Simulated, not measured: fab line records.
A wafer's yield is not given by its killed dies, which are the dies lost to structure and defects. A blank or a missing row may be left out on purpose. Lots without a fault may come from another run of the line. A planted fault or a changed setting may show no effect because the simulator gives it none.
The tool behind it: which one? / flow sky130 / 13 lots, 39 wafers sampled, at 5 steps of a route of 708

== WHAT THE GAUGES READ, wafer by wafer ==
SKY_VT_ADJUST_LVTN_TW_MEAS_21.
lot=L728; measured=day 7 22:59; on=film-metro-02; VT_ADJUST_LVTN_2_TW=190.1 189.9 190.6
lot=L729; measured=day 8 03:02; on=film-metro-04; VT_ADJUST_LVTN_2_TW=187.8 188.4 187.8
lot=L737; measured=day 10 12:49; on=film-metro-03; VT_ADJUST_LVTN_2_TW=188.3 189.1 189.7
lot=L739; measured=day 11 08:40; on=film-metro-04; VT_ADJUST_LVTN_2_TW=188.6 188.3 187.8
lot=L741; measured=day 11 20:00; on=film-metro-03; VT_ADJUST_LVTN_2_TW=188.0 188.0 186.4
lot=L742; measured=day 12 05:53; on=film-metro-02; VT_ADJUST_LVTN_2_TW=189.9 190.4 190.7
lot=L744; measured=day 12 16:06; on=film-metro-04; VT_ADJUST_LVTN_2_TW=187.7 187.1 187.8
lot=L745; measured=day 12 23:37; on=film-metro-04; VT_ADJUST_LVTN_2_TW=187.3 188.2 187.3
lot=L746; measured=day 13 13:05; on=film-metro-04; VT_ADJUST_LVTN_2_TW=188.3 188.3 188.1
lot=L747; measured=day 13 20:40; on=film-metro-04; VT_ADJUST_LVTN_2_TW=187.8 188.3 188.4
lot=L748; measured=day 13 23:16; on=film-metro-04; VT_ADJUST_LVTN_2_TW=189.5 187.8 188.2
lot=L750; measured=day 14 04:43; on=film-metro-04; VT_ADJUST_LVTN_2_TW=189.2 188.1 188.3
lot=L749; measured=day 14 04:53; on=film-metro-03; VT_ADJUST_LVTN_2_TW=187.8 187.8 187.1

SKY_SONOS_TUNNEL_CD_MEAS_07: the cd target is 410 nm.
lot=L728; measured=day 11 17:58; on=cd-sem-01; cd-nm (nm)=413.7 412.6 411.9
lot=L729; measured=day 11 22:26; on=cd-sem-01; cd-nm (nm)=406.2 406.6 408.5
lot=L737; measured=day 14 15:56; on=cd-sem-01; cd-nm (nm)=394.3 396.8 395.7
lot=L739; measured=day 15 15:11; on=cd-sem-02; cd-nm (nm)=398.6 397.7 398.7
lot=L741; measured=day 16 03:32; on=cd-sem-02; cd-nm (nm)=407.8 407.1 407.2
lot=L742; measured=day 16 14:10; on=cd-sem-01; cd-nm (nm)=413.4 413.6 414.3
lot=L744; measured=day 17 02:51; on=cd-sem-02; cd-nm (nm)=410.1 412.5 414.2
lot=L745; measured=day 17 12:06; on=cd-sem-01; cd-nm (nm)=409.5 408.5 411.1
lot=L746; measured=day 18 04:47; on=cd-sem-01; cd-nm (nm)=411.4 412.8 413.2
lot=L747; measured=day 18 11:47; on=cd-sem-01; cd-nm (nm)=407.3 407.2 406.9
lot=L748; measured=day 18 15:44; on=cd-sem-02; cd-nm (nm)=407.3 407.1 408.1
lot=L750; measured=day 18 21:23; on=cd-sem-02; cd-nm (nm)=414.2 412.8 412.7
lot=L749; measured=day 18 21:42; on=cd-sem-02; cd-nm (nm)=410.6 410.8 410.7

SKY_SONOS_ONO_THK_MEAS_01.
lot=L728; measured=day 11 21:33; on=film-metro-01; SONOS_ONO_OXIDATION_THK (nm)=2.58 2.59 2.49
lot=L729; measured=day 12 01:19; on=film-metro-04; SONOS_ONO_OXIDATION_THK (nm)=2.63 2.58 2.66
lot=L737; measured=day 14 18:46; on=film-metro-04; SONOS_ONO_OXIDATION_THK (nm)=2.54 2.55 2.44
lot=L739; measured=day 15 17:10; on=film-metro-03; SONOS_ONO_OXIDATION_THK (nm)=2.61 2.61 2.55
lot=L741; measured=day 16 05:57; on=film-metro-01; SONOS_ONO_OXIDATION_THK (nm)=2.53 2.59 2.59
lot=L742; measured=day 16 16:46; on=film-metro-04; SONOS_ONO_OXIDATION_THK (nm)=2.58 2.61 2.58
lot=L744; measured=day 17 05:08; on=film-metro-03; SONOS_ONO_OXIDATION_THK (nm)=2.57 2.52 2.53
lot=L745; measured=day 17 14:04; on=film-metro-04; SONOS_ONO_OXIDATION_THK (nm)=2.59 2.51 2.50
lot=L746; measured=day 18 08:02; on=film-metro-01; SONOS_ONO_OXIDATION_THK (nm)=2.61 2.59 2.54
lot=L747; measured=day 18 15:14; on=film-metro-03; SONOS_ONO_OXIDATION_THK (nm)=2.56 2.58 2.60
lot=L748; measured=day 18 19:13; on=film-metro-04; SONOS_ONO_OXIDATION_THK (nm)=2.61 2.58 2.62
lot=L750; measured=day 18 23:23; on=film-metro-04; SONOS_ONO_OXIDATION_THK (nm)=2.56 2.56 2.61
lot=L749; measured=day 19 02:14; on=film-metro-01; SONOS_ONO_OXIDATION_THK (nm)=2.47 2.51 2.51

== EACH LOT AND THE TOOL THAT RAN IT (in order: tool; ch and the chambers of the sampled wafers; start) ==
lot=L728; SKY_VT_ADJUST_NCORE_STRIP_10=plasma-asher-01 ch 0, day 8 20:35; SKY_SONOS_TUNNEL_DEVELOP_06=litho-track-02 ch 0, day 11 17:49
lot=L729; SKY_VT_ADJUST_NCORE_STRIP_10=plasma-asher-02 ch 0,1, day 9 00:29; SKY_SONOS_TUNNEL_DEVELOP_06=litho-track-01 ch 0, day 11 22:17
lot=L737; SKY_VT_ADJUST_NCORE_STRIP_10=plasma-asher-01 ch 0,1, day 11 12:26; SKY_SONOS_TUNNEL_DEVELOP_06=litho-track-01 ch 0, day 14 15:47
lot=L739; SKY_VT_ADJUST_NCORE_STRIP_10=plasma-asher-01 ch 0, day 12 08:32; SKY_SONOS_TUNNEL_DEVELOP_06=litho-track-01 ch 0, day 15 15:02
lot=L741; SKY_VT_ADJUST_NCORE_STRIP_10=plasma-asher-02 ch 0,1, day 12 20:31; SKY_SONOS_TUNNEL_DEVELOP_06=litho-track-03 ch 0, day 16 03:25
lot=L742; SKY_VT_ADJUST_NCORE_STRIP_10=plasma-asher-01 ch 0,1, day 13 06:44; SKY_SONOS_TUNNEL_DEVELOP_06=litho-track-02 ch 0, day 16 14:01
lot=L744; SKY_VT_ADJUST_NCORE_STRIP_10=plasma-asher-04 ch 0,1, day 13 16:38; SKY_SONOS_TUNNEL_DEVELOP_06=litho-track-03 ch 0, day 17 02:43
lot=L745; SKY_VT_ADJUST_NCORE_STRIP_10=plasma-asher-01 ch 0,1, day 14 01:07; SKY_SONOS_TUNNEL_DEVELOP_06=litho-track-02 ch 0, day 17 11:58
lot=L746; SKY_VT_ADJUST_NCORE_STRIP_10=plasma-asher-04 ch 0,1, day 14 15:56; SKY_SONOS_TUNNEL_DEVELOP_06=litho-track-02 ch 0, day 18 04:38
lot=L747; SKY_VT_ADJUST_NCORE_STRIP_10=plasma-asher-02 ch 0,1, day 14 23:11; SKY_SONOS_TUNNEL_DEVELOP_06=litho-track-01 ch 0, day 18 11:40
lot=L748; SKY_VT_ADJUST_NCORE_STRIP_10=plasma-asher-02 ch 0,1, day 15 01:32; SKY_SONOS_TUNNEL_DEVELOP_06=litho-track-03 ch 0, day 18 15:35
lot=L750; SKY_VT_ADJUST_NCORE_STRIP_10=plasma-asher-02 ch 0, day 15 07:08; SKY_SONOS_TUNNEL_DEVELOP_06=litho-track-01 ch 0, day 18 21:14
lot=L749; SKY_VT_ADJUST_NCORE_STRIP_10=plasma-asher-01 ch 0,1, day 15 07:12; SKY_SONOS_TUNNEL_DEVELOP_06=litho-track-01 ch 0, day 18 21:34
- SKY_VT_ADJUST_NCORE_STRIP_10: strips in O2/N2.
- SKY_SONOS_TUNNEL_DEVELOP_06: develop time 60 s.

== WHAT THE TOOLS THEMSELVES READ (means of the sampled wafers that have a number; where no wafer has one, the mark that the record gives instead) ==
SKY_VT_ADJUST_NCORE_STRIP_10.
lot=L728; tool=plasma-asher-01; drypump-motor-current-A (A)=5.56; o2-flow-sccm (sccm)=2997; oes-product-au (a.u.)=0.713; strip-time-to-endpoint-s (s)=14.25
lot=L729; tool=plasma-asher-02; drypump-motor-current-A (A)=5.68; o2-flow-sccm (sccm)=3002; oes-product-au (a.u.)=0.716; strip-time-to-endpoint-s (s)=14.17
lot=L737; tool=plasma-asher-01; drypump-motor-current-A (A)=5.88; o2-flow-sccm (sccm)=3004; oes-product-au (a.u.)=0.720; strip-time-to-endpoint-s (s)=14.14
lot=L739; tool=plasma-asher-01; drypump-motor-current-A (A)=5.58; o2-flow-sccm (sccm)=3004; oes-product-au (a.u.)=0.714; strip-time-to-endpoint-s (s)=14.21
lot=L741; tool=plasma-asher-02; drypump-motor-current-A (A)=5.69; o2-flow-sccm (sccm)=3002; oes-product-au (a.u.)=0.716; strip-time-to-endpoint-s (s)=14.22
lot=L742; tool=plasma-asher-01; drypump-motor-current-A (A)=5.73; o2-flow-sccm (sccm)=3007; oes-product-au (a.u.)=0.715; strip-time-to-endpoint-s (s)=14.14
lot=L744; tool=plasma-asher-04; drypump-motor-current-A (A)=6.13; o2-flow-sccm (sccm)=3010; oes-product-au (a.u.)=0.717; strip-time-to-endpoint-s (s)=14.11
lot=L745; tool=plasma-asher-01; drypump-motor-current-A (A)=5.88; o2-flow-sccm (sccm)=2998; oes-product-au (a.u.)=0.713; strip-time-to-endpoint-s (s)=14.24
lot=L746; tool=plasma-asher-04; drypump-motor-current-A (A)=6.14; o2-flow-sccm (sccm)=2994; oes-product-au (a.u.)=0.720; strip-time-to-endpoint-s (s)=14.16
lot=L747; tool=plasma-asher-02; drypump-motor-current-A (A)=5.64; o2-flow-sccm (sccm)=3000; oes-product-au (a.u.)=0.715; strip-time-to-endpoint-s (s)=14.26
lot=L748; tool=plasma-asher-02; drypump-motor-current-A (A)=5.68; o2-flow-sccm (sccm)=3010; oes-product-au (a.u.)=0.719; strip-time-to-endpoint-s (s)=14.11
lot=L750; tool=plasma-asher-02; drypump-motor-current-A (A)=5.59; o2-flow-sccm (sccm)=3001; oes-product-au (a.u.)=0.714; strip-time-to-endpoint-s (s)=14.08
lot=L749; tool=plasma-asher-01; drypump-motor-current-A (A)=5.88; o2-flow-sccm (sccm)=2990; oes-product-au (a.u.)=0.711; strip-time-to-endpoint-s (s)=14.22

== THE ANSWER, worked out from the rows above alone ==
Rule: the lots themselves supply what counts as usual. The widest of any qualifying gaps counts: lots, ordered by their means at a reading, are off when they make up no more than a third of the lots, leave a main group of 4 or more, and stand apart from it by 3 or more times the standard deviation of that group's means. If all means in a main group match to the digits the tables above print for the reading, that group is not used. A lot without any number at a reading at which 4 lots or more have one is off too. Any other lot the step has rows for is counted as sound. First the gauges in route order, then the tools' own readings, where a lot's mean is used as printed above. At the first step where some lot is off, the reading lying furthest off is the one used; lots without a number count as furthest.
Off: L737, L739, at SKY_SONOS_TUNNEL_CD_MEAS_07 (cd-nm). The main group: mean 410.4 nm, standard deviation 2.6.
A tool fits if, at a process step before that reading, it ran every lot that is off, and no sound lot after the first of them. Those tools and the gauges at SKY_SONOS_TUNNEL_CD_MEAS_07 are tried in the same way. Of those tried, none fits.

== WHAT THE SIMULATOR HAD INSERTED ==
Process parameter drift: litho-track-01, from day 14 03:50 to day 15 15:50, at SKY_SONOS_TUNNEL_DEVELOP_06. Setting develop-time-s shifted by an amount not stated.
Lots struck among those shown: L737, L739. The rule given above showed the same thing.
